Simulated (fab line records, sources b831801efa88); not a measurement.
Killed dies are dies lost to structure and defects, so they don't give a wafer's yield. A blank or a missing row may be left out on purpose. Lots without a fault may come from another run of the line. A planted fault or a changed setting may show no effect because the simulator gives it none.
A struck lot beside a sound one | flow sky130 | 24 steps out of a route of 708
Sound: wafers L371.2, L371.3, L371.6. Struck: wafers L381.1, L381.2, L381.4. The cause comes at the end.
At each step with rows: each side's tool, then ch and its chambers, then its first start. Under that, the readings that differ: sound wafers | struck wafers | difference of the means | sigmas: that difference in standard deviations of wafers without a fault.
alike: readings whose means differ by less than 2 such deviations, and words and numbers that are the same on both sides. not compared: withheld readings, readings that some wafer has no value for, bounds like >300 that may hide the same value, and numbers for which the record gives no deviation and whose values overlap.
The two part at a step that has a row with sigmas, a row that says differs or no value, or rows on one side only. Numbers that don't overlap but have no deviation are shown without sigmas and don't part them. A reading that every wafer of one side lacks parts them only if that side has two wafers or more.

first, 2 steps without rows for these wafers: SKY_POLY_GATE_CLEAN_19 (cleans in SC1/SC2, time 150 s); SKY_POLY_GATE_OXIDATION_20 (stabilise 600 s, purge 300 s, target thk 4 nm).
SKY_POLY_GATE_THK_MEAS_21:
  sound on film_metro-04, day 18 06:48; struck on film_metro-01, day 22 10:57
  alike: POLY_GATE_OXIDATION_THK
SKY_POLY_GATE_CD_MEAS_22:
  sound on cd_sem-01, day 18 06:52; struck on cd_sem-02, day 22 11:01
  alike: cd_nm
then, 7 steps without rows for these wafers: SKY_LDD_N_DEHYDRATE_00 (time 60 s); SKY_LDD_N_HMDS_01 (prime time 60 s); SKY_LDD_N_COAT_02 (resist thk 300 nm); SKY_LDD_N_SOFTBAKE_03 (time 60 s); SKY_LDD_N_EXPOSE_04 (exposes mask NTM, target cd 840 nm); SKY_LDD_N_PEB_05; SKY_LDD_N_DEVELOP_06 (develop time 60 s).
SKY_LDD_N_OVL_MEAS_07:
  sound on overlay-01, day 19 13:51; struck on overlay-01, day 23 17:08
  alike: LDD_N_OVL
SKY_LDD_N_IMPLANT_08:
  sound on implanter-03 ch 0, day 19 13:55; struck on implanter-01 ch 0, day 23 17:29
  alike: beam_on_s
then, 7 steps without rows for these wafers: SKY_LDD_N_IMPLANT_09; SKY_LDD_N_IMPLANT_10; SKY_LDD_N_IMPLANT_11; SKY_LDD_N_IMPLANT_12; SKY_LDD_N_IMPLANT_13; SKY_LDD_N_IMPLANT_14; SKY_LDD_N_IMPLANT_15.
SKY_LDD_N_STRIP_16: strips in O2/N2.
  sound on plasma_asher-03 ch 0,1, day 19 15:05; struck on plasma_asher-03 ch 0,1, day 23 18:41
  reading                      | sound             | struck            | difference | sigmas
  strip_time_to_endpoint_s (s) | 4.282 4.284 4.289 | 4.501 4.523 4.515 | +0.228     | +16
  alike: drypump_motor_current_A, oes_product_au
  not compared: rf_hours_counter_h
SKY_LDD_N_TW_MEAS_17:
  sound on film_metro-04, day 19 15:11; struck on film_metro-01, day 23 18:47
  reading  | sound          | struck         | difference | sigmas
  LDD_N_TW | 2549 2547 2543 | 2655 2667 2645 | +109       | +3
then, 1 step without rows for these wafers: SKY_LDD_P_DEHYDRATE_00 (time 60 s).
-- the record jumps here: 26 days lie between the struck wafers' starts before and after (it left off in module LDD_P and takes up again in module PAD_OPEN, whose first step shown is number 708 of the route) --
SKY_PAD_OPEN_PROBE_99:
  sound on prober-02, day 47 03:00; struck on prober-02, day 49 17:17
  reading                                | sound                | struck               | difference | sigmas
  model.etest.tip_n.rs_ohm_sq            | 440.4 444.7 442.9    | 386.8 386.2 389.2    | -55.3      |
  model.etest.nfet_01v8_lvt.vt_sat_v (V) | 0.5336 0.5371 0.53   | 0.5083 0.5204 0.5227 | -0.0164    |
  model.etest.nfet_01v8.vt_sat_v (V)     | 0.6487 0.6494 0.6427 | 0.6298 0.6353 0.6341 | -0.0139    |
  alike: killed_at_M0_to_M3, killed_at_M4_up, killed_at_contacts, killed_at_front_end, killed_at_other, killed_dies, killed_open, killed_short

WHERE THEY PART
First at SKY_LDD_N_STRIP_16; last, within this record, at SKY_LDD_N_TW_MEAS_17. Later steps at which nothing parts them and some readings are alike: SKY_PAD_OPEN_PROBE_99.

WHY: what the simulator had put in
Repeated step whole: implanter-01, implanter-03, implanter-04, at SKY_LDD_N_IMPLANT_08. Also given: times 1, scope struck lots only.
